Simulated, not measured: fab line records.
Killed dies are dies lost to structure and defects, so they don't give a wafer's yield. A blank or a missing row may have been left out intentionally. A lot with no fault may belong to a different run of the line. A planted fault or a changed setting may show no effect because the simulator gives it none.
Which of the tools did it?    flow sky130    Sampling: 6 lots, 18 wafers, 2 of 708 route steps

WHAT THE GAUGES READ, wafer by wafer
SKY_SPACER_THK_MEAS_01.
lot   measured      on             SPACER_CVD_00_THK (nm)
L801  day 23 22:56  film metro-01  43.4 43.6 43.4
L803  day 24 04:17  film metro-04  43.1 43.3 43.3
L808  day 26 00:04  film metro-02  43.2 42.9 43.0
L819  day 30 04:13  film metro-01  43.0 42.5 42.9
L820  day 30 12:56  film metro-04  43.5 43.3 43.5
L823  day 31 00:59  film metro-01  43.0 43.6 43.1

WHAT TOOL EACH LOT RAN ON (gives the tool, then ch and the chambers of the sampled wafers, and finally the start)
lot   SKY_SPACER_CVD_00
L801  lpcvd-02 ch 1, day 23 21:44
L803  lpcvd-02 ch 1, day 24 03:05
L808  lpcvd-02 ch 1, day 25 22:51
L819  lpcvd-02 ch 0, day 30 03:01
L820  lpcvd-02 ch 1, day 30 11:44
L823  lpcvd-02 ch 1, day 30 23:46
- SKY_SPACER_CVD_00: deposits Si3N4 from DCS/NH3, target thk 43.1 nm, time 740 s.

THE ANSWER, worked out from the rows above alone
Rule: usual is defined by the lots themselves. Put in order of their means at a reading, lots are off if they are a third of the lots or fewer, leave a main group of 4 or more, and stand apart from it by a gap of 3 or more times the standard deviation of the main group's means; of several such gaps the widest counts. A main group is skipped when, at the precision printed for the reading in the tables above, its means are all equal. A lot without any number at a reading at which 4 lots or more have one is off too. All remaining lots with rows at the step are treated as sound.
None of the lots is off at any reading shown; this tells nothing.

WHAT THE SIMULATOR PUT IN
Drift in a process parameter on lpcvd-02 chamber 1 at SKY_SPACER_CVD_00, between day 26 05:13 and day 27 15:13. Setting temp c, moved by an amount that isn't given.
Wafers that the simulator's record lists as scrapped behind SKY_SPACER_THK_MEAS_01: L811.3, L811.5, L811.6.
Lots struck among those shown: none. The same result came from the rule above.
